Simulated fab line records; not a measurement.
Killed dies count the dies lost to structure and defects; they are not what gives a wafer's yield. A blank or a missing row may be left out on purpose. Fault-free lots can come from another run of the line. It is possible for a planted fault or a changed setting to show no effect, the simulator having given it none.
Struck lot and sound lot, side by side / flow sky130 / 15 out of 708 route steps
Sound: wafers L907.2, L907.5, L907.6. Struck: wafers L909.3, L909.6. (L909.5 of the same lot was not struck and is left out.) The cause comes at the end.
Per side, at each step with rows, come the tool, then ch with its chambers, and then its first start. Under that, the readings that differ: sound wafers / struck wafers / difference of the means / sigmas: that difference in standard deviations of wafers without a fault.
alike: a reading whose means differ by less than 2 such deviations, as well as words and numbers matching on both sides. not compared: withheld readings; readings where some wafer has no value; bounds like >300 that might hide an equal value; numbers whose values overlap and for which the record gives no deviation.
A row with sigmas, a row that says differs or no value, or rows on one side alone: a step with any of these is where the two part. Numbers that don't overlap but have no deviation are shown without sigmas and don't part them. Lack of a reading on every wafer of one side parts them only where that side has two or more wafers.

first, 3 steps without rows for these wafers: SKY_PASSIVATION_EXPOSE_08 (exposes mask NSM, target cd 3000 nm); SKY_PASSIVATION_PEB_09; SKY_PASSIVATION_DEVELOP_10 (develop time 60 s).
SKY_PASSIVATION_ETCH_11: etches the open film in CF4/O2, stops on AlCu, target depth 725 nm, time 161.1 s.
  sound on rie diel-01 ch 1,2,3, day 46 17:19; struck on rie diel-04 ch 1, day 47 04:01
  alike: drypump motor current A, oes product au, throttle valve pct
  not compared: rf hours counter h
SKY_PASSIVATION_STRIP_12: strips in O2/N2.
  sound on plasma asher-03 ch 0,1, day 46 17:25; struck on plasma asher-01 ch 0,1, day 47 04:10
  alike: drypump motor current A, oes product au, strip time to endpoint s
  not compared: rf hours counter h
then, 7 steps without rows for these wafers: SKY_PAD_OPEN_DEHYDRATE_00 (time 60 s); SKY_PAD_OPEN_HMDS_01 (prime time 60 s); SKY_PAD_OPEN_COAT_02 (resist thk 3000 nm); SKY_PAD_OPEN_SOFTBAKE_03; SKY_PAD_OPEN_EXPOSE_04 (exposes mask PDM, target cd 60000 nm); SKY_PAD_OPEN_PEB_05; SKY_PAD_OPEN_DEVELOP_06 (develop time 58.61 s).
SKY_PAD_OPEN_ETCH_07: etches the open film in CF4/O2, stops on AlCu, target depth 725 nm, time 161.1 s.
  sound on rie diel-03 ch 2,3, day 47 12:46; struck on rie diel-03 ch 2,3, day 47 23:23
reading=oes product au (a.u.); sound=0.971 0.973 0.981; struck=0.886 0.859; difference=-0.102; sigmas=-14
reading=throttle valve pct (%); sound=5.976 5.976 5.944; struck=5.933 5.919; difference=-0.039; sigmas=-4
reading=model.PAD_OPEN.feature depth nm (nm); sound=691.2 699.9 710.2; struck=589.9 574.3; difference=-118.3; sigmas=
reading=model.etch.depth nm (nm); sound=691.2 699.9 710.2; struck=589.9 574.3; difference=-118.3; sigmas=
  alike: drypump motor current A
  not compared: rf hours counter h
SKY_PAD_OPEN_STRIP_08: strips in O2/N2.
  sound on plasma asher-03 ch 0,1, day 47 12:52; struck on plasma asher-04 ch 0,1, day 47 23:31
reading=strip time to endpoint s (s); sound=37.02 37.09 37.06; struck=37.37 37.22; difference=+0.24; sigmas=+2
  alike: drypump motor current A, oes product au
  not compared: rf hours counter h
SKY_PAD_OPEN_PROBE_99:
  sound: prober-02 at day 47 15:09; struck: prober-02 at day 48 01:55
reading=model.etest.tester.sort n pass; sound=404 410 411; struck=0 0; difference=-408; sigmas=
reading=model.etest.tester.sort yield pct (%); sound=82.11 83.33 83.54; struck=0 0; difference=-83; sigmas=
reading=model.etest.tester.sort_bin_5_pct (%); sound=11.79 11.18 10.57; struck=94.31 94.72; difference=+83.34; sigmas=
reading=model.etest.met3 comb.under floor; sound=0 0 0; struck=1 1; difference=+1; sigmas=
reading=model.etest.tip sonos.open; sound=0 0 0; struck=1 1; difference=+1; sigmas=
reading=model.etest.cap ono.open; sound=0 0 0; struck=1 1; difference=+1; sigmas=
reading=model.etest.pfet_01v8_mvt.under floor; sound=0 0 0; struck=1 1; difference=+1; sigmas=
reading=model.etest.diode ndiff fingers.under floor; sound=0 0 0; struck=1 1; difference=+1; sigmas=
  alike: defect limited yield, killed_at_M0_to_M3, killed_at_M4_up, killed at contacts, killed at front end, killed at other, killed dies, killed open, killed short

== WHERE THEY PART ==
Earliest at SKY_PAD_OPEN_ETCH_07; latest, in this record, at SKY_PAD_OPEN_STRIP_08. Later steps at which nothing parts them and some readings are alike: SKY_PAD_OPEN_PROBE_99.

WHY: whatever the simulator had introduced
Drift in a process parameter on rie diel-03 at SKY_PAD_OPEN_ETCH_07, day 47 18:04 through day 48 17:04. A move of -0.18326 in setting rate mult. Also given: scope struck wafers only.
